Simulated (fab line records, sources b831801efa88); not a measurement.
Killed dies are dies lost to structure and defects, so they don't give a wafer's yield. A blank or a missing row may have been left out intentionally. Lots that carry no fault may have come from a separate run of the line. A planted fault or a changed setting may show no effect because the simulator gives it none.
A sampling plan put to the test || flow sky130 || each of the 55 faults these records tell of, on one fab line, judged from the records of the lots it struck
The plan consists of the line's own looks: route steps at which the wafer is read by a gauge or an inspection but not changed. Where struck wafers have a number at a look and the file lists that look's usual mean and standard deviation on fault-free wafers, the look can be judged. Caught: at a look after the fault's first step, the mean of the struck wafers lies 4 or more of those standard deviations (sigma) from the usual mean. On the tool: the same test on the tool's own readings at the fault's steps. Also counted as caught: the struck wafers showing another recipe, or a record that is empty for them alone.

== THE FAULTS, as the simulator had put them in ==
1. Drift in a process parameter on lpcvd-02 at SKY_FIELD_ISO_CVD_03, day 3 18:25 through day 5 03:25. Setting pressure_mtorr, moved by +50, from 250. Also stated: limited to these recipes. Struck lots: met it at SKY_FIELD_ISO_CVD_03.
2. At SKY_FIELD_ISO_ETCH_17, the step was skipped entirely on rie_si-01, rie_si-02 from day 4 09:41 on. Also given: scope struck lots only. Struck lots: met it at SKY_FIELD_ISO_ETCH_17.
3. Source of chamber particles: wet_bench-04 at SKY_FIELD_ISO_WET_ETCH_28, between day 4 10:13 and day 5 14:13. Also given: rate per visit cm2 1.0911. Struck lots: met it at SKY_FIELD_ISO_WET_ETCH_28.
4. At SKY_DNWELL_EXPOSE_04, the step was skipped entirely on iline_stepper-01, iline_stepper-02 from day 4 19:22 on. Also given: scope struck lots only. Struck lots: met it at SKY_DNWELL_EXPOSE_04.
5. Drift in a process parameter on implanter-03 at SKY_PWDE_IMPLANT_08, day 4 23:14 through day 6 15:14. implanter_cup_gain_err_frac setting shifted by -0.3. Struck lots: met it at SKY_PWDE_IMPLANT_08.
6. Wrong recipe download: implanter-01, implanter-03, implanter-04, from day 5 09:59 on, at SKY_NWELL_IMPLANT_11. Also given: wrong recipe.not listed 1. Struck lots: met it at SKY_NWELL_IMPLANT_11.
7. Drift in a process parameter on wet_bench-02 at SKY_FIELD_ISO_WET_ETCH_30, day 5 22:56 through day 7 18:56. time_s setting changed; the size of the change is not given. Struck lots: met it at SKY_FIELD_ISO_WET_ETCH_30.
8. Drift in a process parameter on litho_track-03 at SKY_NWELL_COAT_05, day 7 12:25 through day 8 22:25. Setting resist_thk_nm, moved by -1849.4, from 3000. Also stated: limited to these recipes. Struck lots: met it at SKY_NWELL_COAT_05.
9. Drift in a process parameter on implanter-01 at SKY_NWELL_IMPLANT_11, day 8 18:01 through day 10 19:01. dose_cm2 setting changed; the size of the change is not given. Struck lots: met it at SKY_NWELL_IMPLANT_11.
10. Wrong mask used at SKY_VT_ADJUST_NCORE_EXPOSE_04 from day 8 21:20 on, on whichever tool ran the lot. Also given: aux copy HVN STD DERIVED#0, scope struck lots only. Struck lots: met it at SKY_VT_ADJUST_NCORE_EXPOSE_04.
11. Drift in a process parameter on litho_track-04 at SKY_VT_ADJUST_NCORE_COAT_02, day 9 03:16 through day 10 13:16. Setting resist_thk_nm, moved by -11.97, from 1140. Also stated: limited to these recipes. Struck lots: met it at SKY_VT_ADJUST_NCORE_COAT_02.
12. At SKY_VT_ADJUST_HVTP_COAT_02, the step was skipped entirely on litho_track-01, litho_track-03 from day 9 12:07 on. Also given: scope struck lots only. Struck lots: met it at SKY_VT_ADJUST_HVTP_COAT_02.
13. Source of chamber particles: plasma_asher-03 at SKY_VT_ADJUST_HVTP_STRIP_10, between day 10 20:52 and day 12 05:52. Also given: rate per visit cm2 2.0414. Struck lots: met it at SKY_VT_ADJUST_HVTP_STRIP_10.
14. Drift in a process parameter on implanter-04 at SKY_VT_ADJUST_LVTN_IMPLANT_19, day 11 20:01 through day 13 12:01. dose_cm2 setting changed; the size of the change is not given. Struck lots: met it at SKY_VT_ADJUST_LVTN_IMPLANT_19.
15. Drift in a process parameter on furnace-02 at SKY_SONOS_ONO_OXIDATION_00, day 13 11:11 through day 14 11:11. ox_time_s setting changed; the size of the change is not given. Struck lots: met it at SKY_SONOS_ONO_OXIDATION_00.
16. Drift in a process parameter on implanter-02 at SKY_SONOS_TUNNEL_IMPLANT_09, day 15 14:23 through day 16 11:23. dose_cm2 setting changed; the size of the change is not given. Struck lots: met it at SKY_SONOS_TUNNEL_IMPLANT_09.
17. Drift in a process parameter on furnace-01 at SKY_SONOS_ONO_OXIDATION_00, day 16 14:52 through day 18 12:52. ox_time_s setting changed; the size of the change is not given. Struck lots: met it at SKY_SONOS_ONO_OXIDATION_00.
18. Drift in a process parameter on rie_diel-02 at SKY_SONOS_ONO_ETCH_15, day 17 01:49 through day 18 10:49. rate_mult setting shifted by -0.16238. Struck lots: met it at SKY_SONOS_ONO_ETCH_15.
19. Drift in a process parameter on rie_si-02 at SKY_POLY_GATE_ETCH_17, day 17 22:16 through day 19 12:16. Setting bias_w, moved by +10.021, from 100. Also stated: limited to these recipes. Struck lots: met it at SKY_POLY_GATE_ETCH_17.
20. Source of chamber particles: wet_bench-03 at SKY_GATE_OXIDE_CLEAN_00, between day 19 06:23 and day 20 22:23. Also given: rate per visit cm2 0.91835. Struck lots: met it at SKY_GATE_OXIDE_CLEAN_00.
21. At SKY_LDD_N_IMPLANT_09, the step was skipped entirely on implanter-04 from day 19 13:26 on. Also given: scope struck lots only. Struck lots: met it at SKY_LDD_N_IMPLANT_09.
22. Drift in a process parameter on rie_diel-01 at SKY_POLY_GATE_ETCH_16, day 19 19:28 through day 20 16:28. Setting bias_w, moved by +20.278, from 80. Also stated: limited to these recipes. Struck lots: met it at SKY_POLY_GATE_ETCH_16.
23. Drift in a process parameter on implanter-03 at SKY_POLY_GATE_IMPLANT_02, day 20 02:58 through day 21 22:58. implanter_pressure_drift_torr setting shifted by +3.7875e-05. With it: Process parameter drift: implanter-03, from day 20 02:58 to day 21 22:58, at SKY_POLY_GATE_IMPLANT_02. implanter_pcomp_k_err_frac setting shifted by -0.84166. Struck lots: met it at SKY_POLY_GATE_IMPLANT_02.
24. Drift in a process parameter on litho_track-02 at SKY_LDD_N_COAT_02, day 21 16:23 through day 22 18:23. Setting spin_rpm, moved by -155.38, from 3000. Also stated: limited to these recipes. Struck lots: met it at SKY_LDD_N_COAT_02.
25. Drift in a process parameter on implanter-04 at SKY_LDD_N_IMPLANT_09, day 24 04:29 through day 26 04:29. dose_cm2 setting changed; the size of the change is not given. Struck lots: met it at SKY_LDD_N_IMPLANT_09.
26. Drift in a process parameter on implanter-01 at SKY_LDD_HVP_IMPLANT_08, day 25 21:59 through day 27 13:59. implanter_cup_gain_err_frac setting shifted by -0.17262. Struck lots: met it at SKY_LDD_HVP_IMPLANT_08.
27. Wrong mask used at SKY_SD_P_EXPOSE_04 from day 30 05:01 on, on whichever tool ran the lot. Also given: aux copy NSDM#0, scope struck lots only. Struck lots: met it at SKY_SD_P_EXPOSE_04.
28. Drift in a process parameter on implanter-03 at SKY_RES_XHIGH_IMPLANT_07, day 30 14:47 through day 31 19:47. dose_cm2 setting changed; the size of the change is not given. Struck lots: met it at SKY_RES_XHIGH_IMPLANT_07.
29. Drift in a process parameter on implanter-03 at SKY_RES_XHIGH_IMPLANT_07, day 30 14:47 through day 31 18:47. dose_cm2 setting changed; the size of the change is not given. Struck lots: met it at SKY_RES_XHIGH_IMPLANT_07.
30. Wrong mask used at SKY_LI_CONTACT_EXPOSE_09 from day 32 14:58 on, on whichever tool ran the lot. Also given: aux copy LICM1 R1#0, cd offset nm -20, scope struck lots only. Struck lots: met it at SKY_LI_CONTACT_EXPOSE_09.
31. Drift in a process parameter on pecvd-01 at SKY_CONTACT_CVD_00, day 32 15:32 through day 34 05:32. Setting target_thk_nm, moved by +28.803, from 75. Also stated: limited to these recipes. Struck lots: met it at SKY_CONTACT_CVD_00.
32. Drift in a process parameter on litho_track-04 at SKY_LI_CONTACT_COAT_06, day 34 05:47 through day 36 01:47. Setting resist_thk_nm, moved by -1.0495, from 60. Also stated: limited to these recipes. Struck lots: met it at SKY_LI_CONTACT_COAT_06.
33. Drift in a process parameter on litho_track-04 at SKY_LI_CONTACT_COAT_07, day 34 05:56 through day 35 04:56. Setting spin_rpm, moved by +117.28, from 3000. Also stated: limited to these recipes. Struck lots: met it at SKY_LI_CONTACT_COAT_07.
34. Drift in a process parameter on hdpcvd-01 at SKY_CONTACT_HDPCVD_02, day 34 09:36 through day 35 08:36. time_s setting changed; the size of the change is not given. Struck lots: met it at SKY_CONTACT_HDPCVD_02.
35. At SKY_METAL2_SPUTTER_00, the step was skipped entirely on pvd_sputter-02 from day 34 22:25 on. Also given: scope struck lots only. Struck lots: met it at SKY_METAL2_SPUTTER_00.
36. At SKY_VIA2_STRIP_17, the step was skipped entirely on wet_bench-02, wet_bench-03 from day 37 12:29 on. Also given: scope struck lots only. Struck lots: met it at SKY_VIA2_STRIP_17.
37. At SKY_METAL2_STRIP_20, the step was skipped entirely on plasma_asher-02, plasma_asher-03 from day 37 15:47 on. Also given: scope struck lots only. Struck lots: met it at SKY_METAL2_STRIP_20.
38. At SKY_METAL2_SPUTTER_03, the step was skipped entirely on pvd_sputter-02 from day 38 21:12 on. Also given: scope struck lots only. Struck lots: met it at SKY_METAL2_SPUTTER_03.
39. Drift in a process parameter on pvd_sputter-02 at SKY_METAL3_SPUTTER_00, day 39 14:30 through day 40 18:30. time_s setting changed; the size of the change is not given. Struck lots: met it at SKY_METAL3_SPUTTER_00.
40. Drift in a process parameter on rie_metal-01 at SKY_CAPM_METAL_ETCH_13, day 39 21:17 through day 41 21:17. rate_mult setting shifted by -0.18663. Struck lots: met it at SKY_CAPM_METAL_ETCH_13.
41. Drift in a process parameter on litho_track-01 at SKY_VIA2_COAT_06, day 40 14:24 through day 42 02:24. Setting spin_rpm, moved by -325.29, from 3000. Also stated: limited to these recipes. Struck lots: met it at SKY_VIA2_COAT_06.
42. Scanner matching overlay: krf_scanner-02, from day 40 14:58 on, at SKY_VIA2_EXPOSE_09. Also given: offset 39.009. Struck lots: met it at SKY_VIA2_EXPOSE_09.
43. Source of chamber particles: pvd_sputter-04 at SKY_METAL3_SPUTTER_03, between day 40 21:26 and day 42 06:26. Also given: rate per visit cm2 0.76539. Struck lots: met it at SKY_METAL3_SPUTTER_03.
44. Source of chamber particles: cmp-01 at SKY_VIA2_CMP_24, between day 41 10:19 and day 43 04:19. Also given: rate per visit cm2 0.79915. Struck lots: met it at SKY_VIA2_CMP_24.
45. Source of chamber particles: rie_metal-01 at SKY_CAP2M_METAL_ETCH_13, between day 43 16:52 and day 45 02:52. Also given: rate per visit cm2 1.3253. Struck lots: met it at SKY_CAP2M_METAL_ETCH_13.
46. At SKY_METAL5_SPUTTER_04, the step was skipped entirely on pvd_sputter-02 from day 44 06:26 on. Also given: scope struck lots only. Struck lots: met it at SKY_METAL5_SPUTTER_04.
47. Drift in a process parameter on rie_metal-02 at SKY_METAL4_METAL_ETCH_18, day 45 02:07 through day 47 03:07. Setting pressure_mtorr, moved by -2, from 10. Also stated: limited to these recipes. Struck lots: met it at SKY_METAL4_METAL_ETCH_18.
48. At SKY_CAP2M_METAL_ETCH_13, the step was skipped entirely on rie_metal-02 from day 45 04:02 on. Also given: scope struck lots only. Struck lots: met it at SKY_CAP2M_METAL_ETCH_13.
49. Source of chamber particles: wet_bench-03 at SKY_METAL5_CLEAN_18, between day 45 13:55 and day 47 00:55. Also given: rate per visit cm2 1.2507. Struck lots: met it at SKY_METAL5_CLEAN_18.
50. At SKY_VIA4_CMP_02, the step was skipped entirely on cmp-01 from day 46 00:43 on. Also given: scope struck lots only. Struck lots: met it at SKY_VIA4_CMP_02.
51. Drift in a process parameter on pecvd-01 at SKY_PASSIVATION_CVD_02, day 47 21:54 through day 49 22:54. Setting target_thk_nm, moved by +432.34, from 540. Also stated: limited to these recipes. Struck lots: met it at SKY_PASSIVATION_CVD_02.
52. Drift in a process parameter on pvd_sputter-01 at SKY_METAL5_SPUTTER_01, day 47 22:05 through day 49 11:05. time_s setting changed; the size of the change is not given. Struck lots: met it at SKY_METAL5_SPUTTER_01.
53. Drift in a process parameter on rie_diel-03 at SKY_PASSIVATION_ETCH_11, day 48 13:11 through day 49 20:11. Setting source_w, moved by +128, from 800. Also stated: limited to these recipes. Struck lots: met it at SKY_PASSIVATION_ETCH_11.
54. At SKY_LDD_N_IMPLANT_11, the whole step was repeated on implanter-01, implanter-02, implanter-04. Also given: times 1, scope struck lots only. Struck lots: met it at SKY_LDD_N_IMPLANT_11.
55. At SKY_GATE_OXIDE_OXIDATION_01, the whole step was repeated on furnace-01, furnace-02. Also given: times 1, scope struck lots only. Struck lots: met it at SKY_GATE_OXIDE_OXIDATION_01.

== WHAT THE PLAN SAW ==
{"fault": 1, "on the tool itself": "pressure_mtorr +99 or beyond sigma", "first look that catches it": "SKY_FIELD_ISO_THK_MEAS_04", "reading, sigma": "FIELD_ISO_CVD_03_THK +7.8", "median hours from its first step to that look": 1.8, "hours from the fault's start to the first struck lot there": 4, "judged looks passed uncaught": 0}
{"fault": 2, "on the tool itself": "the tool's record is blank for the struck wafers", "first look that catches it": "no look after it can be judged", "reading, sigma": "-", "median hours from its first step to that look": "-", "hours from the fault's start to the first struck lot there": "-", "judged looks passed uncaught": 0}
{"fault": 3, "on the tool itself": "no reading that can be judged", "first look that catches it": "no look after it can be judged", "reading, sigma": "-", "median hours from its first step to that look": "-", "hours from the fault's start to the first struck lot there": "-", "judged looks passed uncaught": 0}
{"fault": 4, "on the tool itself": "no reading that can be judged", "first look that catches it": "SKY_DNWELL_TW_MEAS_09", "reading, sigma": "DNWELL_TW -99 or beyond", "median hours from its first step to that look": 8.7, "hours from the fault's start to the first struck lot there": 13, "judged looks passed uncaught": 0}
{"fault": 5, "on the tool itself": "beam_on_s +20 sigma", "first look that catches it": "SKY_PWDE_TW_MEAS_10", "reading, sigma": "PWDE_TW +16", "median hours from its first step to that look": 0.2, "hours from the fault's start to the first struck lot there": 9, "judged looks passed uncaught": 0}
{"fault": 6, "on the tool itself": "under 2 sigma", "first look that catches it": "SKY_NWELL_TW_MEAS_15", "reading, sigma": "NWELL_TW +82", "median hours from its first step to that look": 0.5, "hours from the fault's start to the first struck lot there": 3, "judged looks passed uncaught": 0}
{"fault": 7, "on the tool itself": "run_length_s -4.2 sigma", "first look that catches it": "none of the 4 looks that can be judged after it", "reading, sigma": "-", "median hours from its first step to that look": "-", "hours from the fault's start to the first struck lot there": "-", "judged looks passed uncaught": 4}
{"fault": 8, "on the tool itself": "no reading that can be judged", "first look that catches it": "none of the 3 looks that can be judged after it", "reading, sigma": "-", "median hours from its first step to that look": "-", "hours from the fault's start to the first struck lot there": "-", "judged looks passed uncaught": 3}
{"fault": 9, "on the tool itself": "dose_ions_cm2 +99 or beyond sigma", "first look that catches it": "SKY_NWELL_TW_MEAS_15", "reading, sigma": "NWELL_TW +22", "median hours from its first step to that look": 0.5, "hours from the fault's start to the first struck lot there": 3, "judged looks passed uncaught": 0}
{"fault": 10, "on the tool itself": "no reading that can be judged", "first look that catches it": "SKY_VT_ADJUST_NCORE_TW_MEAS_11", "reading, sigma": "VT_ADJUST_NCORE_TW -90", "median hours from its first step to that look": 10.5, "hours from the fault's start to the first struck lot there": 14, "judged looks passed uncaught": 0}
{"fault": 11, "on the tool itself": "under 2 sigma", "first look that catches it": "no look after it can be judged", "reading, sigma": "-", "median hours from its first step to that look": "-", "hours from the fault's start to the first struck lot there": "-", "judged looks passed uncaught": 0}
{"fault": 12, "on the tool itself": "the tool's record is blank for the struck wafers", "first look that catches it": "SKY_VT_ADJUST_LVTN_TW_MEAS_10", "reading, sigma": "VT_ADJUST_LVTN_TW +99 or beyond", "median hours from its first step to that look": 34.6, "hours from the fault's start to the first struck lot there": 37, "judged looks passed uncaught": 0}
{"fault": 13, "on the tool itself": "under 2 sigma", "first look that catches it": "none of the 2 looks that can be judged after it", "reading, sigma": "-", "median hours from its first step to that look": "-", "hours from the fault's start to the first struck lot there": "-", "judged looks passed uncaught": 2}
{"fault": 14, "on the tool itself": "dose_ions_cm2 -99 or beyond sigma", "first look that catches it": "SKY_VT_ADJUST_LVTN_TW_MEAS_21", "reading, sigma": "VT_ADJUST_LVTN_2_TW -53", "median hours from its first step to that look": 0.2, "hours from the fault's start to the first struck lot there": 9, "judged looks passed uncaught": 0}
{"fault": 15, "on the tool itself": "under 2 sigma", "first look that catches it": "SKY_SONOS_ONO_THK_MEAS_01", "reading, sigma": "SONOS_ONO_OXIDATION_THK -6.8", "median hours from its first step to that look": 1.4, "hours from the fault's start to the first struck lot there": 6, "judged looks passed uncaught": 0}
{"fault": 16, "on the tool itself": "dose_ions_cm2 +95 sigma", "first look that catches it": "none of the 2 looks that can be judged after it", "reading, sigma": "strongest: SONOS_TUNNEL_TW at SKY_SONOS_TUNNEL_TW_MEAS_12, +3.5", "median hours from its first step to that look": "-", "hours from the fault's start to the first struck lot there": "-", "judged looks passed uncaught": 2}
{"fault": 17, "on the tool itself": "under 2 sigma", "first look that catches it": "none of the 2 looks that can be judged after it", "reading, sigma": "strongest: SONOS_ONO_OXIDATION_THK at SKY_SONOS_ONO_THK_MEAS_01, +3.2", "median hours from its first step to that look": "-", "hours from the fault's start to the first struck lot there": "-", "judged looks passed uncaught": 2}
{"fault": 18, "on the tool itself": "oes_product_au -13 sigma", "first look that catches it": "no look after it can be judged", "reading, sigma": "-", "median hours from its first step to that look": "-", "hours from the fault's start to the first struck lot there": "-", "judged looks passed uncaught": 0}
{"fault": 19, "on the tool itself": "bias_w +35 sigma", "first look that catches it": "no look after it can be judged", "reading, sigma": "-", "median hours from its first step to that look": "-", "hours from the fault's start to the first struck lot there": "-", "judged looks passed uncaught": 0}
{"fault": 20, "on the tool itself": "no reading that can be judged", "first look that catches it": "no look after it can be judged", "reading, sigma": "-", "median hours from its first step to that look": "-", "hours from the fault's start to the first struck lot there": "-", "judged looks passed uncaught": 0}
{"fault": 21, "on the tool itself": "the tool's record is blank for the struck wafers", "first look that catches it": "not the one look that can be judged after it", "reading, sigma": "strongest: LDD_N_TW at SKY_LDD_N_TW_MEAS_17, -3.6", "median hours from its first step to that look": "-", "hours from the fault's start to the first struck lot there": "-", "judged looks passed uncaught": 1}
{"fault": 22, "on the tool itself": "bias_w +75 sigma", "first look that catches it": "not the one look that can be judged after it", "reading, sigma": "-", "median hours from its first step to that look": "-", "hours from the fault's start to the first struck lot there": "-", "judged looks passed uncaught": 1}
{"fault": 23, "on the tool itself": "end_station_pressure_torr +52 sigma", "first look that catches it": "not the one look that can be judged after it", "reading, sigma": "-", "median hours from its first step to that look": "-", "hours from the fault's start to the first struck lot there": "-", "judged looks passed uncaught": 1}
{"fault": 24, "on the tool itself": "spin_speed_rpm -73 sigma", "first look that catches it": "no look after it can be judged", "reading, sigma": "-", "median hours from its first step to that look": "-", "hours from the fault's start to the first struck lot there": "-", "judged looks passed uncaught": 0}
{"fault": 25, "on the tool itself": "dose_ions_cm2 +99 or beyond sigma", "first look that catches it": "not the one look that can be judged after it", "reading, sigma": "-", "median hours from its first step to that look": "-", "hours from the fault's start to the first struck lot there": "-", "judged looks passed uncaught": 1}
{"fault": 26, "on the tool itself": "beam_on_s +10 sigma", "first look that catches it": "SKY_LDD_HVP_TW_MEAS_10", "reading, sigma": "LDD_HVP_TW +6.9", "median hours from its first step to that look": 0.2, "hours from the fault's start to the first struck lot there": 1, "judged looks passed uncaught": 0}
{"fault": 27, "on the tool itself": "under 2 sigma", "first look that catches it": "SKY_SD_P_TW_MEAS_11", "reading, sigma": "SD_P_TW -99 or beyond", "median hours from its first step to that look": 14.0, "hours from the fault's start to the first struck lot there": 15, "judged looks passed uncaught": 0}
{"fault": 28, "on the tool itself": "dose_ions_cm2 -99 or beyond sigma", "first look that catches it": "SKY_RES_XHIGH_TW_MEAS_09", "reading, sigma": "RES_XHIGH_TW -10", "median hours from its first step to that look": 0.2, "hours from the fault's start to the first struck lot there": 5, "judged looks passed uncaught": 0}
{"fault": 29, "on the tool itself": "dose_ions_cm2 +55 sigma", "first look that catches it": "SKY_SD_N_RS_MEAS_18", "reading, sigma": "RES_XHIGH_RS -10", "median hours from its first step to that look": 28.6, "hours from the fault's start to the first struck lot there": 34, "judged looks passed uncaught": 0}
{"fault": 30, "on the tool itself": "no reading that can be judged", "first look that catches it": "SKY_LI_CONTACT_CD_MEAS_12", "reading, sigma": "cd_nm -14", "median hours from its first step to that look": 13.5, "hours from the fault's start to the first struck lot there": 14, "judged looks passed uncaught": 0}
{"fault": 31, "on the tool itself": "under 2 sigma", "first look that catches it": "SKY_CONTACT_THK_MEAS_01", "reading, sigma": "CONTACT_CVD_00_THK +33", "median hours from its first step to that look": 0.0, "hours from the fault's start to the first struck lot there": 15, "judged looks passed uncaught": 0}
{"fault": 32, "on the tool itself": "no reading that can be judged", "first look that catches it": "none of the 2 looks that can be judged after it", "reading, sigma": "-", "median hours from its first step to that look": "-", "hours from the fault's start to the first struck lot there": "-", "judged looks passed uncaught": 2}
{"fault": 33, "on the tool itself": "spin_speed_rpm +55 sigma", "first look that catches it": "none of the 2 looks that can be judged after it", "reading, sigma": "-", "median hours from its first step to that look": "-", "hours from the fault's start to the first struck lot there": "-", "judged looks passed uncaught": 2}
{"fault": 34, "on the tool itself": "run_length_s -25 sigma", "first look that catches it": "SKY_CONTACT_THK_MEAS_03", "reading, sigma": "CONTACT_HDPCVD_THK -16", "median hours from its first step to that look": 0.1, "hours from the fault's start to the first struck lot there": 1, "judged looks passed uncaught": 0}
{"fault": 35, "on the tool itself": "the tool's record is blank for the struck wafers", "first look that catches it": "not the one look that can be judged after it", "reading, sigma": "-", "median hours from its first step to that look": "-", "hours from the fault's start to the first struck lot there": "-", "judged looks passed uncaught": 1}
{"fault": 36, "on the tool itself": "the tool's record is blank for the struck wafers", "first look that catches it": "no look after it can be judged", "reading, sigma": "-", "median hours from its first step to that look": "-", "hours from the fault's start to the first struck lot there": "-", "judged looks passed uncaught": 0}
{"fault": 37, "on the tool itself": "the tool's record is blank for the struck wafers", "first look that catches it": "no look after it can be judged", "reading, sigma": "-", "median hours from its first step to that look": "-", "hours from the fault's start to the first struck lot there": "-", "judged looks passed uncaught": 0}
{"fault": 38, "on the tool itself": "the tool's record is blank for the struck wafers", "first look that catches it": "no look after it can be judged", "reading, sigma": "-", "median hours from its first step to that look": "-", "hours from the fault's start to the first struck lot there": "-", "judged looks passed uncaught": 0}
{"fault": 39, "on the tool itself": "under 2 sigma", "first look that catches it": "no look after it can be judged", "reading, sigma": "-", "median hours from its first step to that look": "-", "hours from the fault's start to the first struck lot there": "-", "judged looks passed uncaught": 0}
{"fault": 40, "on the tool itself": "oes_product_au -9.2 sigma", "first look that catches it": "no look after it can be judged", "reading, sigma": "-", "median hours from its first step to that look": "-", "hours from the fault's start to the first struck lot there": "-", "judged looks passed uncaught": 0}
{"fault": 41, "on the tool itself": "spin_speed_rpm -99 or beyond sigma", "first look that catches it": "no look after it can be judged", "reading, sigma": "-", "median hours from its first step to that look": "-", "hours from the fault's start to the first struck lot there": "-", "judged looks passed uncaught": 0}
{"fault": 42, "on the tool itself": "under 2 sigma", "first look that catches it": "SKY_VIA2_OVL_MEAS_13", "reading, sigma": "VIA2_OVL +6.8", "median hours from its first step to that look": 11.4, "hours from the fault's start to the first struck lot there": 14, "judged looks passed uncaught": 0}
{"fault": 43, "on the tool itself": "under 2 sigma", "first look that catches it": "not the one look that can be judged after it", "reading, sigma": "-", "median hours from its first step to that look": "-", "hours from the fault's start to the first struck lot there": "-", "judged looks passed uncaught": 1}
{"fault": 44, "on the tool itself": "under 2 sigma", "first look that catches it": "no look after it can be judged", "reading, sigma": "-", "median hours from its first step to that look": "-", "hours from the fault's start to the first struck lot there": "-", "judged looks passed uncaught": 0}
{"fault": 45, "on the tool itself": "under 2 sigma", "first look that catches it": "not the one look that can be judged after it", "reading, sigma": "-", "median hours from its first step to that look": "-", "hours from the fault's start to the first struck lot there": "-", "judged looks passed uncaught": 1}
{"fault": 46, "on the tool itself": "the tool's record is blank for the struck wafers", "first look that catches it": "SKY_METAL5_THK_MEAS_06", "reading, sigma": "METAL5_ALCU_THK +16", "median hours from its first step to that look": 0.2, "hours from the fault's start to the first struck lot there": 2, "judged looks passed uncaught": 0}
{"fault": 47, "on the tool itself": "chamber_pressure_mTorr -99 or beyond sigma", "first look that catches it": "no look after it can be judged", "reading, sigma": "-", "median hours from its first step to that look": "-", "hours from the fault's start to the first struck lot there": "-", "judged looks passed uncaught": 0}
{"fault": 48, "on the tool itself": "the tool's record is blank for the struck wafers", "first look that catches it": "no look after it can be judged", "reading, sigma": "-", "median hours from its first step to that look": "-", "hours from the fault's start to the first struck lot there": "-", "judged looks passed uncaught": 0}
{"fault": 49, "on the tool itself": "no reading that can be judged", "first look that catches it": "no look after it can be judged", "reading, sigma": "-", "median hours from its first step to that look": "-", "hours from the fault's start to the first struck lot there": "-", "judged looks passed uncaught": 0}
{"fault": 50, "on the tool itself": "the tool's record is blank for the struck wafers", "first look that catches it": "SKY_VIA4_BOW_MEAS_03", "reading, sigma": "VIA4_BOW +8.5", "median hours from its first step to that look": 0.2, "hours from the fault's start to the first struck lot there": 1, "judged looks passed uncaught": 0}
{"fault": 51, "on the tool itself": "under 2 sigma", "first look that catches it": "SKY_PASSIVATION_THK_MEAS_03", "reading, sigma": "PASSIVATION_CVD_02_THK +67", "median hours from its first step to that look": 0.2, "hours from the fault's start to the first struck lot there": 3, "judged looks passed uncaught": 0}
{"fault": 52, "on the tool itself": "under 2 sigma", "first look that catches it": "no look after it can be judged", "reading, sigma": "-", "median hours from its first step to that look": "-", "hours from the fault's start to the first struck lot there": "-", "judged looks passed uncaught": 0}
{"fault": 53, "on the tool itself": "rf_fwd_power_W +46 sigma", "first look that catches it": "no look after it can be judged", "reading, sigma": "-", "median hours from its first step to that look": "-", "hours from the fault's start to the first struck lot there": "-", "judged looks passed uncaught": 0}
{"fault": 54, "on the tool itself": "under 2 sigma", "first look that catches it": "not the one look that can be judged after it", "reading, sigma": "strongest: LDD_N_TW at SKY_LDD_N_TW_MEAS_17, +3.1", "median hours from its first step to that look": "-", "hours from the fault's start to the first struck lot there": "-", "judged looks passed uncaught": 1}
{"fault": 55, "on the tool itself": "under 2 sigma", "first look that catches it": "SKY_GATE_OXIDE_THK_MEAS_02", "reading, sigma": "GATE_OXIDE_OXIDATION_00_THK +35", "median hours from its first step to that look": 4.0, "hours from the fault's start to the first struck lot there": "-", "judged looks passed uncaught": 0}
A dash: the fault is not caught, or the number is missing from these records.

Caught at a look: 21 of 55. Caught on the tool: 31 of 55. By one or the other: 41 of 55.
Caught on the tool alone: faults 2, 7, 16, 18, 19, 21, 22, 23, 24, 25, 33, 35, 36, 37, 38, 40, 41, 47, 48, 53.
Caught at a look alone: faults 4, 6, 10, 15, 27, 30, 31, 42, 51, 55.
Caught by neither: faults 3, 8, 11, 13, 17, 20, 32, 39, 43, 44, 45, 49, 52, 54.

== THINNER SAMPLING ==
In the worst case, this is how late the first struck lot would be measured if the look that catches a fault measured only every second or every third lot, by lot number:
{"fault": 1, "struck lots at that look, in order of time": "L230, L231", "every lot": "4 h", "every second lot": "10 h", "every third lot": "may miss all 2"}
{"fault": 4, "struck lots at that look, in order of time": "L180, L181, L182", "every lot": "13 h", "every second lot": "19 h", "every third lot": "24 h"}
{"fault": 5, "struck lots at that look, in order of time": "L537, L538, L541", "every lot": "9 h", "every second lot": "17 h", "every third lot": "may miss all 3"}
{"fault": 6, "struck lots at that look, in order of time": "L364, L365, L366, L367", "every lot": "3 h", "every second lot": "10 h", "every third lot": "11 h"}
{"fault": 9, "struck lots at that look, in order of time": "L843, L846", "every lot": "3 h", "every second lot": "19 h", "every third lot": "may miss all 2"}
{"fault": 10, "struck lots at that look, in order of time": "L350", "every lot": "14 h", "every second lot": "may miss it", "every third lot": "may miss it"}
{"fault": 12, "struck lots at that look, in order of time": "L985, L986, L987", "every lot": "37 h", "every second lot": "41 h", "every third lot": "47 h"}
{"fault": 14, "struck lots at that look, in order of time": "L605, L606", "every lot": "9 h", "every second lot": "15 h", "every third lot": "may miss all 2"}
{"fault": 15, "struck lots at that look, in order of time": "L389, L390", "every lot": "6 h", "every second lot": "17 h", "every third lot": "may miss all 2"}
{"fault": 26, "struck lots at that look, in order of time": "L671, L674", "every lot": "1 h", "every second lot": "27 h", "every third lot": "may miss all 2"}
{"fault": 27, "struck lots at that look, in order of time": "L854", "every lot": "15 h", "every second lot": "may miss it", "every third lot": "may miss it"}
{"fault": 28, "struck lots at that look, in order of time": "L114, L117", "every lot": "5 h", "every second lot": "22 h", "every third lot": "may miss all 2"}
{"fault": 29, "struck lots at that look, in order of time": "L650, L653", "every lot": "34 h", "every second lot": "50 h", "every third lot": "may miss all 2"}
{"fault": 30, "struck lots at that look, in order of time": "L268", "every lot": "14 h", "every second lot": "may miss it", "every third lot": "may miss it"}
{"fault": 31, "struck lots at that look, in order of time": "L162, L163", "every lot": "15 h", "every second lot": "25 h", "every third lot": "may miss all 2"}
{"fault": 34, "struck lots at that look, in order of time": "L741, L743", "every lot": "1 h", "every second lot": "may miss all 2", "every third lot": "may miss all 2"}
{"fault": 42, "struck lots at that look, in order of time": "L465, L469, L473", "every lot": "14 h", "every second lot": "may miss all 3", "every third lot": "43 h"}
{"fault": 46, "struck lots at that look, in order of time": "L145, L144", "every lot": "2 h", "every second lot": "6 h", "every third lot": "may miss all 2"}
{"fault": 50, "struck lots at that look, in order of time": "L819, L816", "every lot": "1 h", "every second lot": "5 h", "every third lot": "may miss all 2"}
{"fault": 51, "struck lots at that look, in order of time": "L662, L668", "every lot": "3 h", "every second lot": "may miss all 2", "every third lot": "may miss all 2"}
Hours are from the fault's start to the first struck lot that is measured. The limit of 4 sigma was tested on all struck wafers together, so one lot alone may lie under it. Other struck lots may not be in these records.

== THE LONGEST TIMED WAY FROM STEP TO LOOK ==
Fault 12: the median time between SKY_VT_ADJUST_HVTP_COAT_02 and SKY_VT_ADJUST_LVTN_TW_MEAS_10 is 34.6 hours. No look between them can be judged.
